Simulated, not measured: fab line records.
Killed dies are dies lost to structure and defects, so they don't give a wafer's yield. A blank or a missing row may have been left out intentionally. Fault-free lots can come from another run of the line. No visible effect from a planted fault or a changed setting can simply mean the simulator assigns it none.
A single fault, viewed from 2 desks | flow gf180mcu | each desk has only its own numbers; what lay behind them comes last

== AT THE TOOL OWNER'S DESK: implanter-02 ==
For each lot that ran on this tool, the mean over its sampled wafers that have a number, from the tool's own readings at GF_LVPWELL_IMPLANT_08. Any lot whose mean is over 4 standard deviations away from the usual mean is out of limits and marked OUT; that distance is given in the brackets.
Columns: A = tilt-deg at GF_LVPWELL_IMPLANT_08, usual 0.004 degrees
lot  | first seen here | A
L578 | day 4 12:52     | 0.004
L579 | day 4 20:49     | -0.003
L580 | day 5 00:50     | 0.015
L581 | day 5 06:17     | -0.002
L583 | day 5 16:10     | 0.031
L585 | day 6 04:37     | 0.014
L594 | day 8 22:41     | 0.018
L597 | day 9 09:28     | 0.010
This desk's finding: nothing out of limits on any of the 8 lots.

== FROM THE METROLOGY DESK ==
What the gauges read for every lot (on any tool): the sampled wafers with a number, averaged. Any lot whose mean is over 4 standard deviations away from the usual mean is out of limits and marked OUT; that distance is given in the brackets.
Columns: A = VT_IMPLANT_02_OVL at GF_VT_IMPLANT_OVL_MEAS_29, usual -0.4 nm; B = LVPWELL_RS at GF_VT_IMPLANT_RS_MEAS_48, usual 1196.5 ohm/sq; C = POLY_GATE_OVL at GF_POLY_GATE_OVL_MEAS_11, usual 0 nm
lot  | first seen here | A    | B                 | C
L577 | day 7 09:37     | -1.0 | 1197.3            | 2
L578 | day 7 12:26     | 0.1  | 1195.5            | 4
L579 | day 7 21:02     | -0.2 | 1201.8            | 3
L580 | day 8 02:32     | -2.2 | 1193.4            | -1
L581 | day 8 07:18     | 0.8  | 1194.6            | -8
L583 | day 8 19:01     | 0.0  | 1201.0            | -0
L585 | day 9 09:02     | -1.1 | 1208.2 (+4.0) OUT | -3
L592 | day 12 04:02    | -0.2 | 1194.5            | -1
L593 | day 12 06:58    | 0.3  | 1196.8            | -8
L594 | day 12 20:31    | -0.3 | 1200.8            | 2
L595 | day 12 21:05    | -1.6 | 1200.8            | 2
L598 | day 13 07:38    | -0.6 | 1196.0            | -1
L597 | day 13 07:49    | -1.0 | 1197.4            | -0
L596 | day 13 08:07    | 1.2  | 1195.1            | 3
Finding of this desk: L585 out of limits, first seen on L585 at day 10 03:15 (LVPWELL_RS at GF_VT_IMPLANT_RS_MEAS_48). Within limits: L577, L578, L579, L580, L581, L583, L592, L593, L594, L595, L598, L597, L596.

== ALL TOGETHER ==
The metrology desk could have raised an alarm at day 10 03:15, on L585.
The tool owner's desk saw nothing out of limits.
Tool owner's desk: L585 on record, inside its limits.
GF_LVPWELL_IMPLANT_08 was run on implanter-02 by each of the lots named.

== WHAT THE SIMULATOR HAD INSERTED ==
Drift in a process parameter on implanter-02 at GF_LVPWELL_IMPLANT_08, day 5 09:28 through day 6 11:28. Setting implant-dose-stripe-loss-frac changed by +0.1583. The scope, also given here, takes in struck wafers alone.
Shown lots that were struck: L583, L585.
Hours from the fault's start to each desk's first reading out of limits: the metrology desk, 114.
